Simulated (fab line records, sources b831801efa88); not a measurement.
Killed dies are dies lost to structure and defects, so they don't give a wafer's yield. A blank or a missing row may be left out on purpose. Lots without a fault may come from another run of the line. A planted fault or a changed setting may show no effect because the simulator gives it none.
A struck lot beside a sound one | flow sky130 | 43 steps out of a route of 708
Sound: wafers L192.3, L192.5, L192.6. Struck: wafers L202.1, L202.2, L202.6. The cause comes at the end.
At each step with rows: each side's tool, then ch and its chambers, then its first start. Under that, the readings that differ: sound wafers | struck wafers | difference of the means | sigmas: that difference in standard deviations of wafers without a fault.
alike: readings whose means differ by less than 2 such deviations, and words and numbers that are the same on both sides. not compared: withheld readings, readings that some wafer has no value for, bounds like >300 that may hide the same value, and numbers for which the record gives no deviation and whose values overlap.
The two part at a step that has a row with sigmas, a row that says differs or no value, or rows on one side only. Numbers that don't overlap but have no deviation are shown without sigmas and don't part them. A reading that every wafer of one side lacks parts them only if that side has two wafers or more.

first, 6 steps without rows for these wafers: SKY_FIELD_ISO_COAT_07 (resist thk 60 nm); SKY_FIELD_ISO_COAT_08 (resist thk 450 nm); SKY_FIELD_ISO_SOFTBAKE_09 (time 90 s); SKY_FIELD_ISO_EXPOSE_10 (exposes mask FOM, target cd 150 nm); SKY_FIELD_ISO_PEB_11; SKY_FIELD_ISO_DEVELOP_12 (develop time 60 s).
SKY_FIELD_ISO_CD_MEAS_13: target cd 150 nm.
  sound on cd_sem-02, day 2 08:50; struck on cd_sem-01, day 4 14:53
  alike: cd_nm
SKY_FIELD_ISO_ETCH_14: etches BARC in N2/H2, stops on SiO2, time 45.9 s, target depth 60 nm.
  sound on rie_diel-02 ch 0,1,3, day 2 08:55; struck on rie_diel-03 ch 0,1,2, day 4 15:01
  alike: drypump_motor_current_A, oes_product_au, throttle_valve_pct
  not compared: rf_hours_counter_h
SKY_FIELD_ISO_ETCH_15: etches the open film in CHF3/O2, stops on Si, target depth 180 nm, time 72 s.
  sound on rie_diel-02 ch 0,1,3, day 2 08:58; struck on rie_diel-03 ch 0,1,2, day 4 15:04
  alike: drypump_motor_current_A, oes_product_au, throttle_valve_pct
  not compared: rf_hours_counter_h
SKY_FIELD_ISO_STRIP_16: strips in O2/N2.
  sound on plasma_asher-01 ch 0,1, day 2 09:03; struck on plasma_asher-01 ch 0,1, day 4 15:07
  alike: drypump_motor_current_A, oes_product_au, strip_time_to_endpoint_s
  not compared: rf_hours_counter_h
then, 2 steps without rows for these wafers: SKY_FIELD_ISO_ETCH_17 (etches Si in HBr/Cl2/O2, target depth 342 nm, time 97.7 s); SKY_FIELD_ISO_WET_ETCH_18 (etches Si3N4 in H3PO4, target depth 25 nm, time 286 s).
SKY_FIELD_ISO_CLEAN_19: cleans in SC1/SC2, time 150 s.
  sound on wet_bench-04 ch 2, day 2 09:16; struck on wet_bench-01 ch 3, day 4 15:23
then, 3 steps without rows for these wafers: SKY_FIELD_ISO_CLEAN_20 (cleans in dHF, time 20 s); SKY_FIELD_ISO_WET_ETCH_21 (etches SiO2 in dHF, target depth 20 nm, time 400 s); SKY_FIELD_ISO_OXIDATION_22 (stabilise 600 s, purge 300 s, target thk 10 nm).
SKY_FIELD_ISO_THK_MEAS_23:
  sound on film_metro-02, day 2 13:22; struck on film_metro-03, day 4 16:45
  reading                         | sound          | struck            | difference | sigmas
  FIELD_ISO_OXIDATION_01_THK (nm) | 9.95 9.92 9.93 | 10.31 10.39 10.41 | +0.44      | +2
then, 1 step without rows for these wafers: SKY_FIELD_ISO_CVD_24 (deposits SiO2, target thk 595 nm, time 99.2 s).
SKY_FIELD_ISO_THK_MEAS_25:
  sound on film_metro-03, day 2 13:29; struck on film_metro-02, day 4 16:53
  alike: FIELD_ISO_CVD_24_THK
then, 1 step without rows for these wafers: SKY_FIELD_ISO_ANNEAL_26 (time 1800 s).
SKY_FIELD_ISO_CMP_27: polishes, stops on Si3N4, t overpolish 16 s, target thk 457.8 nm.
  sound on cmp-01 ch 0,3, day 2 20:37; struck on cmp-02 ch 2,3, day 4 18:27
  alike: motor_current_A, overpolish_run_s, retaining_ring_pressure_frac, time_to_endpoint_s
then, 5 steps without rows for these wafers: SKY_FIELD_ISO_WET_ETCH_28 (etches SiO2 in dHF, target depth 23.7 nm, time 47 s); SKY_FIELD_ISO_WET_ETCH_29 (etches Si3N4 in H3PO4, target depth 160 nm, time 1825 s); SKY_FIELD_ISO_WET_ETCH_30 (etches SiO2 in dHF, target depth 25 nm, time 50 s); SKY_NWELL_CLEAN_00 (cleans in SC1/SC2, time 150 s); SKY_NWELL_OXIDATION_01 (stabilise 600 s, purge 300 s, target thk 10 nm).
SKY_NWELL_THK_MEAS_02:
  sound on film_metro-01, day 3 03:23; struck on film_metro-04, day 4 22:47
  alike: NWELL_OXIDATION_THK
then, 8 steps without rows for these wafers: SKY_DNWELL_DEHYDRATE_00 (time 60 s); SKY_DNWELL_HMDS_01 (prime time 60 s); SKY_DNWELL_COAT_02 (resist thk 3000 nm); SKY_DNWELL_SOFTBAKE_03; SKY_DNWELL_EXPOSE_04 (exposes mask DNM, target cd 3000 nm); SKY_DNWELL_PEB_05; SKY_DNWELL_DEVELOP_06 (develop time 60 s); SKY_DNWELL_IMPLANT_07.
SKY_DNWELL_STRIP_08: strips in O2/N2.
  sound on plasma_asher-04 ch 0,1, day 3 18:37; struck on plasma_asher-01 ch 0,1, day 5 16:36
  alike: drypump_motor_current_A, oes_product_au, strip_time_to_endpoint_s
  not compared: rf_hours_counter_h
SKY_DNWELL_TW_MEAS_09:
  sound on film_metro-03, day 3 18:42; struck on film_metro-03, day 5 16:42
  alike: DNWELL_TW
then, 5 steps without rows for these wafers: SKY_PWDE_DEHYDRATE_00 (time 60 s); SKY_PWDE_HMDS_01 (prime time 60 s); SKY_PWDE_COAT_02 (resist thk 3000 nm); SKY_PWDE_SOFTBAKE_03; SKY_PWDE_EXPOSE_04 (exposes mask PWDEM, target cd 840 nm).
-- the record jumps here: 44 days lie between the struck wafers' starts before and after (it left off in module PWDE and takes up again in module PAD_OPEN, whose first step shown is number 708 of the route) --
SKY_PAD_OPEN_PROBE_99:
  the record has rows for the struck wafers here (prober-02, day 49 11:55) and none for the sound ones

WHERE THEY PART
First at SKY_FIELD_ISO_THK_MEAS_23; last, within this record, at SKY_PAD_OPEN_PROBE_99.

WHY: what the simulator had put in
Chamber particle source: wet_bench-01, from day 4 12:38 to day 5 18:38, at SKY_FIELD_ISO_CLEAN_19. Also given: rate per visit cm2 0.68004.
